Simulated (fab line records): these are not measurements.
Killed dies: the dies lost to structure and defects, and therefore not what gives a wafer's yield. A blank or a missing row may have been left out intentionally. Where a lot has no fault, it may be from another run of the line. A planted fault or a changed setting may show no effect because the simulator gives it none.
What tool caused it? || flow gf180mcu || Sampling: 12 lots, 36 wafers, 2 of 602 route steps

== WHAT EACH GAUGE READ, for each wafer ==
GF_V1_THK_MEAS_03.
{"lot": "L898", "measured": "day 17 02:41", "on": "film-metro-02", "V1_CVD_02_THK (nm)": "840 869 855"}
{"lot": "L900", "measured": "day 17 17:35", "on": "film-metro-03", "V1_CVD_02_THK (nm)": "839 858 849"}
{"lot": "L901", "measured": "day 18 00:58", "on": "film-metro-03", "V1_CVD_02_THK (nm)": "859 858 864"}
{"lot": "L903", "measured": "day 19 05:33", "on": "film-metro-03", "V1_CVD_02_THK (nm)": "843 858 872"}
{"lot": "L904", "measured": "day 19 13:38", "on": "film-metro-02", "V1_CVD_02_THK (nm)": "868 871 857"}
{"lot": "L906", "measured": "day 20 05:11", "on": "film-metro-02", "V1_CVD_02_THK (nm)": "861 835 829"}
{"lot": "L907", "measured": "day 20 12:52", "on": "film-metro-03", "V1_CVD_02_THK (nm)": "838 846 840"}
{"lot": "L908", "measured": "day 21 03:28", "on": "film-metro-04", "V1_CVD_02_THK (nm)": "821 836 840"}
{"lot": "L909", "measured": "day 21 19:51", "on": "film-metro-04", "V1_CVD_02_THK (nm)": "818 847 844"}
{"lot": "L913", "measured": "day 23 00:58", "on": "film-metro-03", "V1_CVD_02_THK (nm)": "847 847 846"}
{"lot": "L918", "measured": "day 24 07:24", "on": "film-metro-03", "V1_CVD_02_THK (nm)": "840 852 852"}
{"lot": "L921", "measured": "day 25 02:56", "on": "film-metro-02", "V1_CVD_02_THK (nm)": "839 853 860"}

== EACH LOT AND THE TOOL THAT RAN IT (in order: tool; ch and the chambers of the sampled wafers; start) ==
{"lot": "L898", "GF_M1_STRIP_17": "plasma-asher-04 ch 0,1, day 17 01:58"}
{"lot": "L900", "GF_M1_STRIP_17": "plasma-asher-03 ch 0,1, day 17 16:46"}
{"lot": "L901", "GF_M1_STRIP_17": "plasma-asher-02 ch 0,1, day 18 00:13"}
{"lot": "L903", "GF_M1_STRIP_17": "plasma-asher-04 ch 0,1, day 19 04:44"}
{"lot": "L904", "GF_M1_STRIP_17": "plasma-asher-02 ch 0,1, day 19 12:34"}
{"lot": "L906", "GF_M1_STRIP_17": "plasma-asher-03 ch 0,1, day 20 04:25"}
{"lot": "L907", "GF_M1_STRIP_17": "plasma-asher-02 ch 0,1, day 20 12:08"}
{"lot": "L908", "GF_M1_STRIP_17": "plasma-asher-03 ch 0,1, day 21 02:42"}
{"lot": "L909", "GF_M1_STRIP_17": "plasma-asher-02 ch 0,1, day 21 19:06"}
{"lot": "L913", "GF_M1_STRIP_17": "plasma-asher-03 ch 0,1, day 23 00:12"}
{"lot": "L918", "GF_M1_STRIP_17": "plasma-asher-02 ch 0,1, day 24 06:36"}
{"lot": "L921", "GF_M1_STRIP_17": "plasma-asher-03 ch 0,1, day 25 02:12"}
- GF_M1_STRIP_17: strips in O2/N2.

== AS READ BY THE TOOLS THEMSELVES (means over the sampled wafers that have a number; for cases with no such wafer, the mark the record gives instead) ==
GF_M1_STRIP_17.
{"lot": "L898", "tool": "plasma-asher-04", "drypump-motor-current-A (A)": 6.2, "heater-power-w (W)": 321, "oes-product-au (a.u.)": 0.560, "strip-time-to-endpoint-s (s)": 7.90}
{"lot": "L900", "tool": "plasma-asher-03", "drypump-motor-current-A (A)": 5.5, "heater-power-w (W)": 346, "oes-product-au (a.u.)": 0.563, "strip-time-to-endpoint-s (s)": 7.95}
{"lot": "L901", "tool": "plasma-asher-02", "drypump-motor-current-A (A)": 6.2, "heater-power-w (W)": 404, "oes-product-au (a.u.)": 0.558, "strip-time-to-endpoint-s (s)": 7.96}
{"lot": "L903", "tool": "plasma-asher-04", "drypump-motor-current-A (A)": 6.1, "heater-power-w (W)": 319, "oes-product-au (a.u.)": 0.558, "strip-time-to-endpoint-s (s)": 7.98}
{"lot": "L904", "tool": "plasma-asher-02", "drypump-motor-current-A (A)": 6.2, "heater-power-w (W)": 403, "oes-product-au (a.u.)": 0.564, "strip-time-to-endpoint-s (s)": 7.99}
{"lot": "L906", "tool": "plasma-asher-03", "drypump-motor-current-A (A)": 5.5, "heater-power-w (W)": 342, "oes-product-au (a.u.)": 0.562, "strip-time-to-endpoint-s (s)": 7.90}
{"lot": "L907", "tool": "plasma-asher-02", "drypump-motor-current-A (A)": 6.2, "heater-power-w (W)": 407, "oes-product-au (a.u.)": 0.565, "strip-time-to-endpoint-s (s)": 8.00}
{"lot": "L908", "tool": "plasma-asher-03", "drypump-motor-current-A (A)": 5.8, "heater-power-w (W)": 331, "oes-product-au (a.u.)": 0.562, "strip-time-to-endpoint-s (s)": 7.98}
{"lot": "L909", "tool": "plasma-asher-02", "drypump-motor-current-A (A)": 6.2, "heater-power-w (W)": 400, "oes-product-au (a.u.)": 0.561, "strip-time-to-endpoint-s (s)": 7.97}
{"lot": "L913", "tool": "plasma-asher-03", "drypump-motor-current-A (A)": 5.8, "heater-power-w (W)": 331, "oes-product-au (a.u.)": 0.556, "strip-time-to-endpoint-s (s)": 8.02}
{"lot": "L918", "tool": "plasma-asher-02", "drypump-motor-current-A (A)": 6.4, "heater-power-w (W)": 403, "oes-product-au (a.u.)": 0.553, "strip-time-to-endpoint-s (s)": 7.90}
{"lot": "L921", "tool": "plasma-asher-03", "drypump-motor-current-A (A)": 5.5, "heater-power-w (W)": 338, "oes-product-au (a.u.)": 0.568, "strip-time-to-endpoint-s (s)": 8.02}

== THE ANSWER, worked out from the rows above alone ==
Rule: what is usual is taken from the lots themselves. The widest of any qualifying gaps counts: lots, ordered by their means at a reading, are off when they make up no more than a third of the lots, leave a main group of 4 or more, and stand apart from it by 3 or more times the standard deviation of that group's means. The tables above print the reading to a certain number of digits; a main group whose means all agree to those digits is not used. Also off: a lot with no number at a reading for which 4 or more lots have one. The other lots that the step has rows for count as sound. The gauges are gone through in route order, then the tools' own readings, and for those a lot's mean is taken as printed above. At the first step where some lot is off, the reading lying furthest off is the one used; lots without a number count as furthest.
No lot is off at any reading shown: from this, nothing can be told.

== WHAT THE SIMULATOR PUT IN ==
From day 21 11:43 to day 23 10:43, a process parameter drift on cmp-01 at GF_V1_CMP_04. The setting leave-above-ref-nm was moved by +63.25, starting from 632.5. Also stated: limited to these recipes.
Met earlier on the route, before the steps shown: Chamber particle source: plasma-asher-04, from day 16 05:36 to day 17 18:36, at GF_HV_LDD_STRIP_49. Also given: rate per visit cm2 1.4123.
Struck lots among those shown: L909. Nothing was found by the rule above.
